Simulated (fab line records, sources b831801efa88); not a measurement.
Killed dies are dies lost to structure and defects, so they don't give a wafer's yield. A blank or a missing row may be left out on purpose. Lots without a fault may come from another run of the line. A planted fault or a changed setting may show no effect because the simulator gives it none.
Which tool did it? | flow sky130 | 6 lots, 18 wafers sampled, at 1 step of a route of 708

WHAT THE GAUGES READ, wafer by wafer
SKY_METAL3_CD_MEAS_13: target cd 300 nm.
lot  | measured     | on        | cd_nm (nm)
L277 | day 38 20:10 | cd_sem-02 | 299.0 300.3 300.3
L279 | day 39 15:38 | cd_sem-02 | 302.4 301.5 300.8
L282 | day 40 06:49 | cd_sem-01 | 300.7 300.1 300.2
L295 | day 43 17:41 | cd_sem-02 | 299.2 299.0 299.0
L297 | day 44 06:11 | cd_sem-02 | 301.0 301.7 301.4
L299 | day 44 20:19 | cd_sem-01 | 298.7 297.4 298.3

WHICH TOOL RAN EACH LOT (tool, then ch and the chambers of the sampled wafers, then the start)
The record holds no process step before these readings.

THE ANSWER, worked out from the rows above alone
Rule: what is usual is taken from the lots themselves. Put in order of their means at a reading, lots are off if they are a third of the lots or fewer, leave a main group of 4 or more, and stand apart from it by a gap of 3 or more times the standard deviation of the main group's means; of several such gaps the widest counts. A main group whose means are all the same, to the digits that the tables above print for the reading, isn't used. A lot without any number at a reading at which 4 lots or more have one is off too. The other lots that the step has rows for count as sound.
No lot is off at any reading shown: from this, nothing can be told.

WHAT THE SIMULATOR HAD PUT IN
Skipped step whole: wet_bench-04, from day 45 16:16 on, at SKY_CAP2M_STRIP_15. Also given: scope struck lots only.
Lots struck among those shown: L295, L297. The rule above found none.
